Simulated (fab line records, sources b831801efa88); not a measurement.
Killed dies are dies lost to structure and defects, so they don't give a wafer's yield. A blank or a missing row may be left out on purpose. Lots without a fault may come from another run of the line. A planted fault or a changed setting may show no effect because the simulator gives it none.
Chamber matching | flow sky130 | SKY_LI_CONTACT_CMP_24 on cmp-02: 4 sister chambers
The step polishes, stops on PSG, t overpolish 20 s, target thk 0 nm. 14 wafers are shown with their chamber, then 7 later ones without.

WAFERS WITH THEIR CHAMBER
wafer  | chamber | motor_current_A (A) | time_to_endpoint_s (s) | overpolish_run_s (s)
L671.1 | 3       | 10.3                | 104                    | 20.004
L671.2 | 1       | 12.1                | 101                    | 20.011
L671.4 | 2       | 11.6                | 98                     | 20.003
L677.2 | 1       | 12.4                | 94                     | 20.001
L677.3 | 0       | 11.4                | 90                     | 20.010
L677.5 | 0       | 11.4                | 91                     | 20.005
L678.2 | 0       | 11.5                | 92                     | 20.008
L678.4 | 3       | 11.1                | 99                     | 20.004
L678.6 | 2       | 11.8                | 96                     | 19.988
L683.2 | 3       | 10.3                | 105                    | 20.003
L683.3 | 2       | 11.5                | 102                    | 19.999
L683.6 | 1       | 12.6                | 99                     | 19.997
L684.4 | 3       | 10.3                | 99                     | 19.991
L684.5 | 0       | 11.1                | 94                     | 20.005

SIGNATURES (means of the wafers above)
reading            | chamber 0 | chamber 1 | chamber 2 | chamber 3 | scatter within a chamber
motor_current_A    | 11.350    | 12.367    | 11.633    | 10.500    | 0.273
time_to_endpoint_s | 91.75     | 98.00     | 98.67     | 101.75    | 2.9
overpolish_run_s   | 20.00700  | 20.00300  | 19.99667  | 20.00050  | 0.00603
Rule: a wafer's distance from a chamber is the root of the sum, over the readings, of the square of ((its reading less the chamber's mean) divided by the reading's scatter). The wafer belongs to the nearest chamber; if the next one is less than 2 further off, it can't be placed. The scatter: the root of (the sum of the squares of (reading less its chamber's mean) over the shown wafers, divided by (wafers less chambers)).

WAFERS WITHOUT THEIR CHAMBER
wafer  | motor_current_A (A) | time_to_endpoint_s (s) | overpolish_run_s (s)
L684.6 | 12.9                | 94                     | 20.018
L685.1 | 10.7                | 98                     | 19.995
L685.3 | 12.2                | 96                     | 19.977
L685.6 | 12.1                | 93                     | 19.998
L690.2 | 11.0                | 94                     | 20.016
L690.5 | 11.3                | 95                     | 19.999
L690.6 | 9.7                 | 104                    | 19.995

WHICH CHAMBER EACH WENT THROUGH
wafer  | from the rows above          | in truth
L684.6 | 1                            | 1
L685.1 | can't be placed: 3 or 2      | 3
L685.3 | can't be placed: 2 or 1      | 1
L685.6 | can't be placed: 1 or 2 or 0 | 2
L690.2 | 0                            | 0
L690.5 | can't be placed: 0 or 2      | 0
L690.6 | 3                            | 3
Placed correctly: 3 of 7. Can't be placed from these rows: 4 (the true chamber is among the candidates in 4). Placed wrongly: 0.
